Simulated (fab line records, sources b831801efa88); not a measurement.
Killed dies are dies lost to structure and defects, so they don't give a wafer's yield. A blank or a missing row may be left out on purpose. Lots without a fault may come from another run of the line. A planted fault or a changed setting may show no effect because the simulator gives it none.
fab line records | flow sky130
record lots=7 wafers=21 last_day=50
route steps=708 shown METAL3@556 PAD_OPEN@708
lots that met no fault: from a run of the same line without faults
start_h: hours from the record's first day to the start of the lot's first wafer shown | wait_h: hours since the lot's step before | " the same as in the row above | L1.1+2: a row that stands for several wafers | - no value, or no start given | * or withheld: withheld | < > ~ a bound
route shown NAME@n: a module of which the file shows steps, and the number in the route of the first | usual: mean/standard deviation of fault-free wafers | same: alike in all rows | chamber/n: place in a boat | sites: the reading at each site | _std_site: their standard deviation | _edge_site: outer sites' mean less inner sites' | radius_mm: how far each site lies from the wafer's centre | mask NAME#n: copy n | behind: the tool/chamber that last shaped the wafer | hold: why the lot was held/for how many hours/how that ended | device: the transistor (n, p or np) that didn't switch | end of line: the same wafers' tests at the end of the route | a step without rows: its recipe alone | killed: dies lost to structure and defects at the first sort, not the wafer's yield | map: a wafer's dies, x killed, . not, _ none there
set.NAME: the setting as run; set.NAME@STEP: as run at that earlier step | model.NAME: the simulator's own value behind a step, which no gauge read
lots at some steps of the route; a table a step, a row a wafer
services: from which hour (start_h, from the record's first day; less than 0 if before it) a tool's chamber was out of use, for how many hours, and why
## steps
# step SKY_METAL3_HMDS_06
# recipe prime_time_s=60 prime_temp_c=120
# step SKY_METAL3_COAT_07
# recipe resist=BARC temp_c=withheld time_s=withheld spin_rpm=3000 resist_thk_nm=60
# step SKY_METAL3_COAT_08
# recipe resist=KrF-thick spin_rpm=2972 resist_thk_nm=1140
# step SKY_METAL3_SOFTBAKE_09
# recipe temp_c=100 time_s=90 resist=KrF-thick
# step SKY_METAL3_EXPOSE_10
# recipe mask_id=MM3 na=0.68 source_shape=annular sigma_inner=0.4 sigma_outer=0.8 target_cd_nm=300 dose_mj=28
# step SKY_METAL3_PEB_11
# recipe peb_temp_c=withheld peb_time_s=withheld resist=KrF-thick
# step SKY_METAL3_DEVELOP_12
# recipe develop_time_s=60 resist=KrF-thick dev_temp_c=21
# step SKY_METAL3_CD_MEAS_13
# recipe target_cd_nm=300
# usual cd_nm=300.1/1.5
# columns lot.wafer tool chamber start_h wait_h cd_nm
L334.2 cd_sem-01 - 939.01 - 301.2
L334.4 " - " " 301.8
L334.5 " - " " 302.3
L336.3 cd_sem-02 - 959.26 - 300.6
L336.5 " - " " 301.9
L336.6 " - " " 301.0
L337.1 cd_sem-02 - 964.72 - 298.9
L337.3 " - " " 299.0
L337.4 " - " " 297.5
L338.2 cd_sem-02 - 965.90 - 300.0
L338.5 " - " " 299.4
L338.6 " - " " 299.8
L347.2 cd_sem-02 - 1036.01 - 301.3
L347.5 " - " " 300.6
L347.6 " - " " 301.2
L349.1 cd_sem-01 - 1041.98 - 301.3
L349.2 " - " " 300.2
L349.4 " - " " 300.9
L350.1 cd_sem-02 - 1044.88 - 302.2
L350.2 " - " " 300.7
L350.5 " - " " 299.9
# step SKY_METAL3_OVL_MEAS_14
# usual METAL3_OVL=2/4.8
# columns lot.wafer tool chamber start_h wait_h METAL3_OVL[nm]
L334.2 overlay-01 - 939.12 0.1 0
L334.4 " - " " -1
L334.5 " - " " 0
L336.3 overlay-01 - 959.36 0.1 6
L336.5 " - " " 12
L336.6 " - " " 10
L337.1 overlay-02 - 964.84 0.1 -2
L337.3 " - " " 3
L337.4 " - " " -3
L338.2 overlay-02 - 966.00 0.1 1
L338.5 " - " " 1
L338.6 " - " " -4
L347.2 overlay-02 - 1036.12 0.1 0
L347.5 " - " " -1
L347.6 " - " " -1
L349.1 overlay-01 - 1042.10 0.1 -3
L349.2 " - " " -2
L349.4 " - " " -5
L350.1 overlay-02 - 1045.00 0.1 -1
L350.2 " - " " -2
L350.5 " - " " -1
# step SKY_METAL3_DESCUM_15
# recipe chemistry=O2 source_power_w=150 bias_power_w=0 pressure_mtorr=10 temp_c=40 time_s=8
# usual drypump_motor_current_A=5.6/0.54 oes_product_au=0.993/0.011
# columns lot.wafer tool chamber start_h wait_h drypump_motor_current_A oes_product_au rf_hours_counter_h
L334.2 rie_metal-02 1 939.16 0.0 5.7 0.987 -
L334.4 " 1 " " 5.7 0.973 -
L334.5 " 1 " " 5.7 0.987 -
L336.3 rie_metal-01 1 959.39 0.0 5.2 0.992 -
L336.5 " 1 " " 5.2 0.994 -
L336.6 " 0 " " 6.4 0.984 -
L337.1 rie_metal-01 0 964.88 0.0 6.4 0.988 12
L337.3 " 0 " " 6.4 0.995 -
L337.4 " 1 " " 5.2 0.997 -
L338.2 rie_metal-02 1 966.03 0.0 5.6 0.983 11
L338.5 " 1 " " 5.6 0.982 -
L338.6 " 0 " " 4.8 0.998 -
L347.2 rie_metal-01 0 1036.15 0.0 6.4 0.980 16
L347.5 " 1 " " 5.2 0.979 -
L347.6 " 0 " " 6.4 0.980 -
L349.1 rie_metal-02 0 1042.13 0.0 4.8 0.989 5
L349.2 " 1 " " 5.7 0.973 15
L349.4 " 1 " " 5.7 0.970 -
L350.1 rie_metal-02 0 1045.03 0.0 4.8 1.006 5
L350.2 " 1 " " 5.7 0.987 15
L350.5 " 0 " " 4.8 1.000 -
# step SKY_METAL3_ETCH_16
# recipe chemistry=N2/H2 target=BARC ion_energy_ev=200 bias_w=100 pressure_mtorr=30 n2_flow_sccm=100 h2_flow_sccm=200 icp_w=500 stop_on=SiO2 time_s=88.2 target_depth_a=600
# usual drypump_motor_current_A=5.6/0.54 oes_product_au=0.625/0.0044 throttle_valve_pct=13.206/0.0097
# columns lot.wafer tool chamber start_h wait_h drypump_motor_current_A oes_product_au rf_hours_counter_h throttle_valve_pct
L334.2 rie_metal-02 1 939.24 0.1 5.7 0.637 - 13.212
L334.4 " 1 " " 5.7 0.629 - 13.209
L334.5 " 1 " " 5.7 0.630 - 13.216
L336.3 rie_metal-01 1 959.44 0.0 5.2 0.627 - 13.198
L336.5 " 1 " " 5.2 0.619 - 13.202
L336.6 " 0 " " 6.4 0.629 - 13.202
L337.1 rie_metal-01 0 964.91 0.0 6.4 0.623 12 13.214
L337.3 " 0 " " 6.4 0.624 - 13.188
L337.4 " 1 " " 5.2 0.627 - 13.198
L338.2 rie_metal-02 1 966.06 0.0 5.7 0.628 11 13.199
L338.5 " 1 " " 5.7 0.629 - 13.220
L338.6 " 0 " " 4.8 0.626 - 13.189
L347.2 rie_metal-01 0 1036.18 0.0 6.4 0.622 16 13.199
L347.5 " 1 " " 5.2 0.624 - 13.213
L347.6 " 0 " " 6.4 0.621 - 13.203
L349.1 rie_metal-02 0 1042.16 0.0 4.8 0.632 5 13.213
L349.2 " 1 " " 5.7 0.621 15 13.208
L349.4 " 1 " " 5.7 0.618 - 13.204
L350.1 rie_metal-02 0 1045.06 0.0 4.8 0.629 5 13.205
L350.2 " 1 " " 5.7 0.625 15 13.195
L350.5 " 0 " " 4.8 0.626 - 13.203
# step SKY_METAL3_ETCH_17
# recipe target=SiO2 stop_on=TiN chemistry=C4F8/O2/Ar source_w=1500 bias_w=1200 pressure_mtorr=40 c4f8_flow_sccm=withheld O2_flow_sccm=6 Ar_flow_sccm=300 time_s=3.9 target_depth_a=150
# usual oes_product_au=0.754/0.0069
# columns lot.wafer tool chamber start_h wait_h oes_product_au rf_hours_counter_h
L334.2 rie_diel-01 1 939.41 0.1 0.743 13
L334.4 " 3 " " 0.752 14
L334.5 " 1 " " 0.759 -
L336.3 rie_diel-01 0 959.51 0.0 0.747 12
L336.5 " 1 " " 0.756 -
L336.6 " 0 " " 0.755 -
L337.1 rie_diel-04 3 965.01 0.1 0.755 13
L337.3 " 2 " " 0.755 19
L337.4 " 1 " " 0.751 15
L338.2 rie_diel-02 0 966.16 0.1 0.755 12
L338.5 " 1 " " 0.761 -
L338.6 " 2 " " 0.757 -
L347.2 rie_diel-01 3 1036.28 0.1 0.753 16
L347.5 " 1 " " 0.763 -
L347.6 " 0 " " 0.752 -
L349.1 rie_diel-04 3 1042.26 0.1 0.755 16
L349.2 " 1 " " 0.737 18
L349.4 " 2 " " 0.745 22
L350.1 rie_diel-04 2 1045.16 0.1 0.767 22
L350.2 " 1 " " 0.766 18
L350.5 " 2 " " 0.758 -
# step SKY_METAL3_METAL_ETCH_18
# recipe target_depth_a=8450 stop_on=SiO2 over_etch_frac=0.3 time_s=183.1 chemistry=Cl2/BCl3 resist_sidewall_deg=88 pressure_mtorr=10 icp_w=900 bias_w=48.5 Cl2_flow_sccm=60 bcl3_flow_sccm=30
# usual drypump_motor_current_A=5.7/0.41 oes_product_au=0.866/0.0067 throttle_valve_pct=22.265/0.0091
# columns lot.wafer tool chamber start_h wait_h drypump_motor_current_A oes_product_au rf_hours_counter_h throttle_valve_pct model.KrF-thick_of_METAL3_COAT_08.thk_nm model.METAL3.cd_nm model.SiO2_of_VIA2_HDPCVD_00.thk_nm
L334.2 rie_metal-03 1 939.43 0.0 5.9 0.870 0 22.265 524.1 297 465.4
L334.4 " 0 " " 5.6 0.877 - 22.259 530.7 305.5 464.7
L334.5 " 1 " " 5.9 0.882 - 22.267 524.5 292.9 464
L336.3 rie_metal-03 1 959.59 0.1 5.9 0.869 - 22.271 613.2 310.5 468.9
L336.5 " 1 " " 5.9 0.874 - 22.258 609.1 311.7 469.4
L336.6 " 0 " " 5.6 0.867 - 22.274 618.7 314.3 469.2
L337.1 rie_metal-03 0 965.03 0.0 5.6 0.868 13 22.256 620.2 304.9 467.5
L337.3 " 0 " " 5.6 0.858 - 22.268 619.4 307.3 470.8
L337.4 " 1 " " 5.9 0.868 - 22.255 605.6 306.8 468.9
L338.2 rie_metal-03 0 966.18 0.0 5.6 0.860 13 22.278 616.8 312.5 469.7
L338.5 " 1 " " 5.9 0.864 - 22.249 609.4 305.9 467
L338.6 " 0 " " 5.6 0.865 - 22.255 619.9 311.4 469.4
L347.2 rie_metal-03 1 1036.30 0.0 5.9 0.869 6 22.271 515.3 292.8 464.3
L347.5 " 1 " " 5.9 0.870 - 22.281 508.8 295.4 464.5
L347.6 " 0 " " 5.6 0.879 - 22.265 523.7 300.7 464.2
L349.1 rie_metal-03 1 1042.28 0.0 6.0 0.863 7 22.248 516.1 300.8 464.4
L349.2 " 0 " " 5.6 0.877 18 22.254 514.4 302.7 465.1
L349.4 " 1 " " 5.9 0.858 - 22.250 513.9 296.6 464.2
L350.1 rie_metal-03 1 1045.18 0.0 6.0 0.857 7 22.268 519 302.4 462.6
L350.2 " 0 " " 5.6 0.871 18 22.267 521.1 308.3 463.8
L350.5 " 1 " " 5.9 0.865 - 22.256 523.8 297.9 464.8
# step SKY_METAL3_STRIP_19
# recipe chemistry=O2/N2 power_w=1400 pressure_mtorr=1500 platen_temp_c=withheld o2_flow_sccm=3000 n2_flow_sccm=300 overash_fraction=0.5
# usual drypump_motor_current_A=6.0/0.34 oes_product_au=0.503/0.0066 strip_time_to_endpoint_s=6.55/0.1
# columns lot.wafer tool chamber start_h wait_h drypump_motor_current_A oes_product_au rf_hours_counter_h strip_time_to_endpoint_s
L334.2 plasma_asher-01 1 939.60 0.1 6.2 0.502 82 6.49
L334.4 " 1 " " 6.2 0.511 - 6.58
L334.5 " 0 " " 5.4 0.497 - 6.50
L336.3 plasma_asher-03 0 959.74 0.1 6.3 0.543 - 7.40
L336.5 " 0 " " 6.3 0.527 - 7.35
L336.6 " 1 " " 5.9 0.540 - 7.44
L337.1 plasma_asher-04 0 965.21 0.1 6.2 0.544 22 7.46
L337.3 " 1 " " 5.6 0.546 - 7.46
L337.4 " 0 " " 6.2 0.532 - 7.32
L338.2 plasma_asher-03 0 966.36 0.1 6.3 0.538 49 7.42
L338.5 " 1 " " 5.9 0.543 - 7.34
L338.6 " 0 " " 6.3 0.543 - 7.45
L347.2 plasma_asher-01 0 1036.48 0.1 5.4 0.497 91 6.40
L347.5 " 0 " " 5.4 0.497 - 6.35
L347.6 " 1 " " 6.2 0.505 - 6.50
L349.1 plasma_asher-01 0 1042.46 0.1 5.4 0.498 92 6.41
L349.2 " 1 " " 6.2 0.489 92 6.42
L349.4 " 0 " " 5.4 0.493 - 6.40
L350.1 plasma_asher-03 1 1045.36 0.1 5.9 0.499 57 6.46
L350.2 " 0 " " 6.3 0.496 57 6.50
L350.5 " 1 " " 5.9 0.496 - 6.50
# step SKY_METAL3_STRIP_20
# recipe chemistry=post_etch_residue_remover time_s=1200 temp_c=72.5
# step SKY_PAD_OPEN_PROBE_99
# usual defect_limited_yield=82.5/2.1 killed_at_M0_to_M3=43/7.7 killed_at_M4_up=3.4/1.9 killed_at_contacts=25/5.6 killed_at_front_end=14/4.3 killed_at_other=0.2/0.5 killed_dies=86/10 killed_open=47/7.2 killed_short=39/6.7 sort_bin_3_pad_short=0.9/0.46 sort_bin_5_function=10.4/1.5 sort_bin_6_memory=6.2/1.2 sort_n_pass=406/10 sort_yield_pct=82.5/2.1
# same gross_dies=492 killed_at_back_side=0 sort_bin_4_leakage[%]=0 sort_bin_8_speed[%]=0
# columns lot.wafer tool chamber start_h wait_h defect_limited_yield[%] killed_at_M0_to_M3 killed_at_M4_up killed_at_contacts killed_at_front_end killed_at_other killed_dies killed_open killed_short sort_bin_3_pad_short[%] sort_bin_5_function[%] sort_bin_6_memory[%] sort_n_pass sort_yield_pct[%] model.etest.met3.width_nm model.etest.met3_comb.leak_log10_a_um model.etest.met3.line_ohm_um
L334.2 prober-01 - 1109.16 0.1 82.7 50 3 14 18 0 85 41 44 0.8 9.1 7.3 407 82.7 295.5 -12.13 0.1427
L334.4 prober-01 - 1109.26 0.2 81.1 45 5 28 15 0 93 57 36 0.6 11.4 6.9 399 81.1 305.9 -12.19 0.1371
L334.5 prober-01 - 1109.31 0.2 82.3 49 2 23 13 0 87 49 38 0.4 10.4 6.9 405 82.3 293 -12.18 0.1404
L336.3 prober-01 - 1128.20 0.2 85.8 40 0 17 13 0 70 32 38 0.8 8.7 4.7 422 85.8 310.1 -11.93 0.136
L336.5 prober-01 - 1128.30 0.2 79.7 50 3 28 19 0 100 48 52 1.0 10.2 9.1 392 79.7 309.9 -11.89 0.1337
L336.6 prober-01 - 1128.35 0.2 83.9 31 4 27 17 0 79 45 33 0.4 9.8 5.9 413 83.9 314.1 -11.49 0.1336
L337.1 prober-02 - 1129.54 0.1 85.6 39 2 16 13 1 71 35 34 0.8 9.8 3.9 421 85.6 307.7 -11.52 0.14
L337.3 prober-02 - 1129.64 0.2 82.7 43 4 25 13 0 85 57 25 0.8 10.0 6.5 407 82.7 304.9 -11.18 0.1388
L337.4 prober-02 - 1129.69 0.2 86.4 30 5 23 9 0 67 36 31 0.4 9.6 3.7 425 86.4 305.6 -12.04 0.14
L338.2 prober-01 - 1130.91 0.1 83.7 43 4 27 6 0 80 46 34 0.6 9.8 5.9 412 83.7 310.8 -11.85 0.1384
L338.5 prober-01 - 1131.06 0.2 78.7 51 6 26 22 0 105 59 46 1.4 13.2 6.7 387 78.7 302.4 -12.08 0.1428
L338.6 prober-01 - 1131.11 0.2 79.1 44 1 34 24 0 103 65 37 0 13.0 7.9 389 79.1 309.4 -11.69 0.1377
L347.2 prober-02 - 1185.26 0.1 83.9 27 5 34 13 0 79 45 34 0.8 9.6 5.7 413 83.9 290.9 -11.86 0.1487
L347.5 prober-02 - 1185.41 0.2 81.3 37 2 37 15 1 92 56 36 1.0 11.4 6.3 400 81.3 293.9 -12.02 0.1461
L347.6 prober-02 - 1185.46 0.2 83.3 32 2 29 19 0 82 44 38 1.2 10.2 5.3 410 83.3 299.8 -11.93 0.1436
L349.1 prober-02 - 1189.35 0.1 80.7 50 5 28 12 0 95 47 48 0.6 11.4 7.3 397 80.7 299.6 -11.79 0.1427
L349.2 prober-02 - 1189.40 0.1 82.3 45 2 29 11 0 87 46 41 0.2 10.8 6.7 405 82.3 302.9 -12.1 0.1388
L349.4 prober-02 - 1189.50 0.2 82.1 48 5 26 8 1 88 46 42 1.4 10.6 5.9 404 82.1 295.4 -11.97 0.1458
L350.1 prober-01 - 1191.57 0.1 84.1 31 7 23 16 1 78 42 36 0.8 10.0 5.1 414 84.1 305.5 -11.85 0.1411
L350.2 prober-01 - 1191.62 0.1 81.1 38 3 33 18 1 93 49 44 1.0 11.8 6.1 399 81.1 308.8 -12.14 0.1378
L350.5 prober-01 - 1191.77 0.2 83.5 44 4 20 12 1 81 41 40 1.4 7.7 7.3 411 83.5 296 -12.11 0.1449
# killed by level:class
L334.2 VIA2:geometric_particle:open=8 VIA1:geometric_particle:open=8 FIELD_ISO:geometric_particle:open=6 METAL1:geometric_particle:short=6 METAL3:geometric_particle:short=6 VIA3:geometric_particle:short=5 POLY_GATE:geometric_particle:open=5 METAL2:geometric_particle:short=5
L334.4 VIA1:geometric_particle:open=15 CONTACT:geometric_particle:open=12 VIA3:geometric_particle:open=10 FIELD_ISO:geometric_particle:short=7 VIA2:geometric_particle:open=7 LI_CONTACT:geometric_particle:open=6 LI_CONTACT:geometric_particle:short=5 POLY_GATE:geometric_particle:open=4
L334.5 VIA1:geometric_particle:open=10 VIA3:geometric_particle:open=10 VIA2:geometric_particle:open=7 VIA2:geometric_particle:short=6 CONTACT:geometric_particle:open=6 LOCAL_INTERCONNECT:geometric_particle:short=5 LI_CONTACT:geometric_particle:open=4 METAL1:geometric_particle:short=4
L336.3 VIA1:geometric_particle:open=10 CONTACT:geometric_particle:short=6 METAL1:geometric_particle:short=6 METAL2:geometric_particle:short=6 FIELD_ISO:geometric_particle:short=5 CONTACT:geometric_particle:open=4 VIA1:geometric_particle:short=4 FIELD_ISO:geometric_particle:open=3
L336.5 FIELD_ISO:geometric_particle:short=9 METAL1:geometric_particle:short=9 VIA1:geometric_particle:open=8 CONTACT:geometric_particle:open=8 CONTACT:geometric_particle:short=8 VIA2:geometric_particle:open=8 LI_CONTACT:geometric_particle:open=6 VIA3:geometric_particle:open=6
L336.6 CONTACT:geometric_particle:open=10 LI_CONTACT:geometric_particle:open=8 LOCAL_INTERCONNECT:geometric_particle:short=7 POLY_GATE:geometric_particle:short=6 VIA1:geometric_particle:open=6 VIA2:geometric_particle:open=6 FIELD_ISO:geometric_particle:open=5 VIA3:geometric_particle:open=5
L337.1 VIA1:geometric_particle:open=11 FIELD_ISO:geometric_particle:short=5 METAL2:geometric_particle:short=5 LI_CONTACT:geometric_particle:open=5 METAL1:geometric_particle:short=5 CONTACT:geometric_particle:open=5 VIA3:geometric_particle:open=5 VIA1:geometric_particle:short=4
L337.3 VIA1:geometric_particle:open=18 CONTACT:geometric_particle:open=9 LI_CONTACT:geometric_particle:open=6 FIELD_ISO:geometric_particle:open=5 VIA2:geometric_particle:open=4 LOCAL_INTERCONNECT:geometric_particle:short=4 METAL1:geometric_particle:short=4 FIELD_ISO:geometric_particle:short=3
L337.4 VIA1:geometric_particle:open=9 LI_CONTACT:geometric_particle:open=6 METAL4:geometric_particle:short=5 LOCAL_INTERCONNECT:geometric_particle:short=5 CONTACT:geometric_particle:open=5 FIELD_ISO:geometric_particle:open=4 VIA3:geometric_particle:open=4 CONTACT:geometric_particle:short=4
L338.2 CONTACT:geometric_particle:open=12 VIA1:geometric_particle:open=9 LI_CONTACT:geometric_particle:open=8 METAL1:geometric_particle:short=8 VIA2:geometric_particle:open=7 CONTACT:geometric_particle:short=5 METAL2:geometric_particle:short=5 VIA1:geometric_particle:short=4
L338.5 VIA1:geometric_particle:open=12 CONTACT:geometric_particle:open=10 FIELD_ISO:geometric_particle:open=8 VIA3:geometric_particle:open=7 METAL1:geometric_particle:short=6 METAL2:geometric_particle:short=6 FIELD_ISO:geometric_particle:short=5 LI_CONTACT:geometric_particle:open=5
L338.6 CONTACT:geometric_particle:open=13 VIA1:geometric_particle:open=13 LI_CONTACT:geometric_particle:open=11 FIELD_ISO:geometric_particle:short=9 FIELD_ISO:geometric_particle:open=9 METAL1:geometric_particle:short=7 VIA3:geometric_particle:short=4 POLY_GATE:geometric_particle:open=4
L347.2 LI_CONTACT:geometric_particle:open=11 VIA1:geometric_particle:open=10 CONTACT:geometric_particle:short=7 CONTACT:geometric_particle:open=7 LOCAL_INTERCONNECT:geometric_particle:short=6 FIELD_ISO:geometric_particle:short=4 VIA2:geometric_particle:open=4 METAL2:geometric_particle:short=4
L347.5 CONTACT:geometric_particle:open=12 VIA1:geometric_particle:open=10 LI_CONTACT:geometric_particle:open=10 CONTACT:geometric_particle:short=7 VIA2:geometric_particle:open=6 FIELD_ISO:geometric_particle:open=4 LOCAL_INTERCONNECT:geometric_particle:short=4 METAL1:geometric_particle:short=4
L347.6 CONTACT:geometric_particle:open=10 CONTACT:geometric_particle:short=8 VIA1:geometric_particle:open=8 LI_CONTACT:geometric_particle:open=7 FIELD_ISO:geometric_particle:open=6 FIELD_ISO:geometric_particle:short=6 VIA2:geometric_particle:open=6 VIA3:geometric_particle:short=4
L349.1 VIA1:geometric_particle:open=12 CONTACT:geometric_particle:open=12 CONTACT:geometric_particle:short=9 VIA1:geometric_particle:short=8 VIA2:geometric_particle:short=8 METAL2:geometric_particle:short=6 FIELD_ISO:geometric_particle:open=5 VIA2:geometric_particle:open=4
L349.2 VIA1:geometric_particle:open=11 CONTACT:geometric_particle:open=10 LI_CONTACT:geometric_particle:open=8 VIA2:geometric_particle:open=7 METAL2:geometric_particle:short=6 VIA2:geometric_particle:short=6 LOCAL_INTERCONNECT:geometric_particle:short=5 METAL1:geometric_particle:short=5
L349.4 VIA1:geometric_particle:open=10 CONTACT:geometric_particle:open=9 CONTACT:geometric_particle:short=8 VIA2:geometric_particle:open=8 VIA3:geometric_particle:open=7 VIA1:geometric_particle:short=5 VIA2:geometric_particle:short=4 FIELD_ISO:geometric_particle:open=3
L350.1 CONTACT:geometric_particle:open=8 VIA1:geometric_particle:open=8 VIA2:geometric_particle:open=8 FIELD_ISO:geometric_particle:open=4 FIELD_ISO:geometric_particle:short=4 POLY_GATE:geometric_particle:short=4 POLY_GATE:geometric_particle:open=4 LI_CONTACT:geometric_particle:short=4
L350.2 CONTACT:geometric_particle:open=16 VIA1:geometric_particle:open=8 METAL1:geometric_particle:short=6 VIA2:geometric_particle:short=6 VIA2:geometric_particle:open=6 FIELD_ISO:geometric_particle:open=5 LI_CONTACT:geometric_particle:open=5 LOCAL_INTERCONNECT:geometric_particle:short=5
L350.5 CONTACT:geometric_particle:open=8 VIA2:geometric_particle:open=8 VIA3:geometric_particle:open=8 CONTACT:geometric_particle:short=6 METAL2:geometric_particle:short=6 VIA1:geometric_particle:open=5 FIELD_ISO:geometric_particle:short=4 FIELD_ISO:geometric_particle:open=4
## services
# columns tool chamber start_h hours kind
rie_metal-03 1 921.64 - clean
rie_metal-03 1 921.64 12.6 scheduled_down
rie_metal-03 1 921.64 12.6 vent_cycle
rie_metal-02 0 927.26 - clean
rie_metal-02 0 927.26 18.2 scheduled_down
rie_metal-02 0 927.26 18.2 vent_cycle
rie_metal-01 1 934.03 - clean
rie_metal-01 1 934.03 22.9 scheduled_down
rie_metal-01 1 934.03 22.9 vent_cycle
plasma_asher-03 - 961.86 2.7 repair
rie_metal-02 - 973.19 2.8 pm
rie_metal-01 - 996.49 0.4 repair
rie_diel-01 2 1001.01 - clean
rie_diel-01 2 1001.01 - consumable_replace:showerhead
rie_diel-01 2 1001.01 24.6 scheduled_down
rie_diel-01 2 1001.01 24.6 vent_cycle
rie_metal-02 - 1021.32 0.3 repair
plasma_asher-04 - 1024.59 1.6 repair
plasma_asher-01 - 1026.50 1.3 repair
rie_metal-03 - 1031.37 1.9 repair
rie_diel-01 1 1040.42 63.3 repair
## key
first_sign step=SKY_METAL3_STRIP_19 reading=strip_time_to_endpoint_s direction=up sigmas=8.2 usual=* struck=*
effect step=SKY_METAL3_STRIP_19 reading=oes_product_au direction=up sigmas=5.5 usual=0.503 struck=0.540
model_effect step=SKY_METAL3_METAL_ETCH_18 value=KrF-thick_of_METAL3_COAT_08.thk_nm without=524.2 struck=614.7
model_effect step=SKY_PAD_OPEN_PROBE_99 value=etest.met3.width_nm without=298.6 struck=308.3
met_at SKY_METAL3_METAL_ETCH_18
struck_wafers L336.3,L336.5,L336.6,L337.1,L337.3,L337.4,L338.2,L338.5,L338.6
onset_between 939.43 959.59
fault kind=process_parameter_drift tool=rie_metal-03 chamber=- onset_h=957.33 steps=SKY_METAL3_METAL_ETCH_18 channel=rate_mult offset=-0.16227 shape=step end_h=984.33
